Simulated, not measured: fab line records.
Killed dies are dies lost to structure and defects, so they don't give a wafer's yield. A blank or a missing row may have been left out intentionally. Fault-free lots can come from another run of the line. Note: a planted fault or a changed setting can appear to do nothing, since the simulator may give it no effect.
Which of the tools did it? | flow sky130 | 6 lots, 18 wafers sampled, at 2 steps of a route of 708

WHAT THE GAUGES READ, wafer by wafer
SKY_CONTACT_THK_MEAS_03.
lot  | measured     | on            | CONTACT_HDPCVD_THK (nm)
L933 | day 31 07:44 | film metro-04 | 551 555 561
L938 | day 32 19:24 | film metro-03 | 565 563 559
L943 | day 34 18:08 | film metro-03 | 571 567 570
L949 | day 36 08:40 | film metro-03 | 565 558 575
L951 | day 37 01:14 | film metro-03 | 557 570 560
L953 | day 37 11:37 | film metro-01 | 567 569 561

EACH LOT AND THE TOOL THAT RAN IT (in order: tool; ch and the chambers of the sampled wafers; start)
lot  | SKY_LOCAL_INTERCONNECT_SPUTTER_00
L933 | pvd sputter-01, day 30 02:26
L938 | pvd sputter-02, day 31 15:04
L943 | pvd sputter-02, day 33 13:59
L949 | pvd sputter-01, day 35 05:37
L951 | pvd sputter-01, day 35 22:13
L953 | pvd sputter-02, day 36 08:24
- SKY_LOCAL_INTERCONNECT_SPUTTER_00: material TiN, target thk 100 nm, time 83.3 s.

THE ANSWER, worked out from the rows above alone
Rule: the usual values come from the lots themselves. The widest of any qualifying gaps counts: lots, ordered by their means at a reading, are off when they make up no more than a third of the lots, leave a main group of 4 or more, and stand apart from it by 3 or more times the standard deviation of that group's means. A main group is skipped when, at the precision printed for the reading in the tables above, its means are all equal. A lot without any number at a reading at which 4 lots or more have one is off too. Any other lot the step has rows for is counted as sound.
No lot is off at any reading shown: from this, nothing can be told.

WHAT HAD BEEN PUT IN BY THE SIMULATOR
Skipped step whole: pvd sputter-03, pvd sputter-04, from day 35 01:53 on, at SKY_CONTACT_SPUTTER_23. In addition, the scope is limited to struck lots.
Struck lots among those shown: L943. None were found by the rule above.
